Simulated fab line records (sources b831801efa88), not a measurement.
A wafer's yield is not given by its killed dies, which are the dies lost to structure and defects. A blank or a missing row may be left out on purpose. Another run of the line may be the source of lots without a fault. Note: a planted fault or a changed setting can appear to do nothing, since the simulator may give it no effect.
Matching of chambers | flow gf180mcu | hdpcvd-01 running GF_CONTACT_CVD_00: 3 sister chambers
The step deposits SiO2, target thk 300 nm, time 50 s. 6 wafers are shown with their chamber, then 7 later ones without.

## WAFERS PAIRED WITH THEIR CHAMBERS
wafer  | chamber | sih4-flow-sccm (sccm)
L466.1 | 1       | 59.78
L467.3 | 2       | 60.22
L467.4 | 1       | 60.00
L467.5 | 0       | 60.16
L483.1 | 0       | 60.08
L483.2 | 2       | 60.02

## WAFERS MISSING THEIR CHAMBER
wafer  | sih4-flow-sccm (sccm)
L483.3 | 60.10
L484.1 | 59.69
L484.4 | 59.63
L484.6 | 60.17
L486.1 | 60.12
L486.3 | 59.88
L486.4 | 60.03

## THE CHAMBER EACH PASSED THROUGH
wafer  | from the rows above          | in truth
L483.3 | can't be placed: 0 or 2 or 1 | 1
L484.1 | can't be placed: 1 or 0 or 2 | 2
L484.4 | can't be placed: 1 or 0 or 2 | 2
L484.6 | can't be placed: 2 or 0 or 1 | 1
L486.1 | can't be placed: 0 or 2 or 1 | 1
L486.3 | can't be placed: 1 or 0 or 2 | 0
L486.4 | can't be placed: 0 or 2 or 1 | 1
Placed correctly: 0 of 7. Cannot be placed on the basis of these rows: 7; the candidates contain the true chamber in 7. 0 placed wrongly.
How it was worked out, from the rows above alone: a wafer's distance from a chamber is the root of the sum, over the readings, of the square of ((its reading less the chamber's mean) divided by the reading's scatter). The wafer belongs to the nearest chamber; if the next one is less than 2 further off, it can't be placed. For every chamber, the mean is computed from those of its wafers that are shown. The scatter is the square root of a quotient: the sum, over the shown wafers, of each reading's squared deviation from its chamber's mean, divided by wafers minus chambers.
